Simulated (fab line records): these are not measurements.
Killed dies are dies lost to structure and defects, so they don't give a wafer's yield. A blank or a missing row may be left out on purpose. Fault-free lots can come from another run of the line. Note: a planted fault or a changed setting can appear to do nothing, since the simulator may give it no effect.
Comparing a struck lot with a sound one + flow sky130 + 14 steps out of a route of 708
Sound: the wafers L803.2, L803.3, L803.6. Struck: wafers L796.1, L796.3, L796.6. The cause is given at the end.
Order at every step that has rows: each side's tool, ch and its chambers, its first start. Under that, the readings that differ: sound wafers + struck wafers + difference of the means + sigmas: that difference in standard deviations of wafers without a fault.
alike: readings whose means differ by less than 2 such deviations, and words and numbers that are the same on both sides. not compared: withheld readings, readings that some wafer has no value for, bounds like >300 that may hide the same value, and numbers for which the record gives no deviation and whose values overlap.
Wherever a step has rows on one side only, a row that says differs or no value, or a row with sigmas, the two part there. Numbers that don't overlap but have no deviation are shown without sigmas and don't part them. A reading that every wafer of one side lacks parts them only if that side has two wafers or more.

first, 7 steps without rows for these wafers: SKY_METAL2_HMDS_08 (prime time 60 s); SKY_METAL2_COAT_09 (resist thk 60 nm); SKY_METAL2_COAT_10 (resist thk 450 nm); SKY_METAL2_SOFTBAKE_11 (time 90 s); SKY_METAL2_EXPOSE_12 (exposes mask MM2, target cd 140 nm); SKY_METAL2_PEB_13; SKY_METAL2_DEVELOP_14 (develop time 60 s).
SKY_METAL2_CD_MEAS_15: the cd target is 140 nm.
  struck on cd-sem-02, day 40 21:29; sound on cd-sem-02, day 42 11:51
  alike: cd-nm
SKY_METAL2_OVL_MEAS_16:
  struck on overlay-02, day 40 21:36; sound on overlay-01, day 42 11:58
  alike: METAL2_OVL
SKY_METAL2_DESCUM_17: chemistry O2, time 8 s.
  sound on rie-metal-01 ch 0,1, day 42 11:59; struck on rie-metal-02 ch 0,1, day 40 21:38
  alike: drypump-motor-current-A, oes-product-au
  not compared: rf-hours-counter-h
SKY_METAL2_ETCH_18: etches BARC in N2/H2, stops on SiO2, time 45.9 s, target depth 60 nm.
  sound on rie-metal-01 ch 0,1, day 42 12:01; struck on rie-metal-02 ch 0,1, day 40 21:40
  alike: drypump-motor-current-A, n2-flow-sccm, oes-product-au, throttle-valve-pct
  not compared: rf-hours-counter-h
SKY_METAL2_METAL_ETCH_19: etches the open film in Cl2/BCl3, stops on SiO2, target depth 360 nm, time 78 s.
  sound on rie-metal-01 ch 0,1, day 42 12:05; struck on rie-metal-02 ch 0,1, day 40 21:44
| reading                | sound                | struck               | difference | sigmas |
|------------------------|----------------------|----------------------|------------|--------|
| throttle-valve-pct (%) | 22.275 22.291 22.261 | 22.256 22.264 22.255 | -0.017     | -2     |
  alike: drypump-motor-current-A, oes-product-au
  not compared: rf-hours-counter-h
SKY_METAL2_STRIP_20: strips in O2/N2.
  sound on plasma-asher-03 ch 0,1, day 42 12:10; struck on plasma-asher-04 ch 0, day 40 21:49
  no value came back on the struck wafers for any of 6 readings (chamber-pressure-mTorr (mTorr), drypump-motor-current-A (A) and others); on the sound wafers chamber-pressure-mTorr (mTorr) reads 1502.3 1498.8 1498.5
| reading                                       | sound | struck            | difference | sigmas |
|-----------------------------------------------|-------|-------------------|------------|--------|
| model.KrF-thick_of_METAL2_COAT_10.thk-nm (nm) | 0 0 0 | 160.9 157.9 159.5 | +159.4     |        |
  not compared: rf-hours-counter-h
then, 1 step without rows for these wafers: SKY_METAL2_STRIP_21 (strips in post etch residue remover, time 1200 s).

== WHERE THEY PART ==
Last at SKY_METAL2_STRIP_20 as far as this record goes, first at SKY_METAL2_METAL_ETCH_19.

WHY: whatever the simulator had introduced
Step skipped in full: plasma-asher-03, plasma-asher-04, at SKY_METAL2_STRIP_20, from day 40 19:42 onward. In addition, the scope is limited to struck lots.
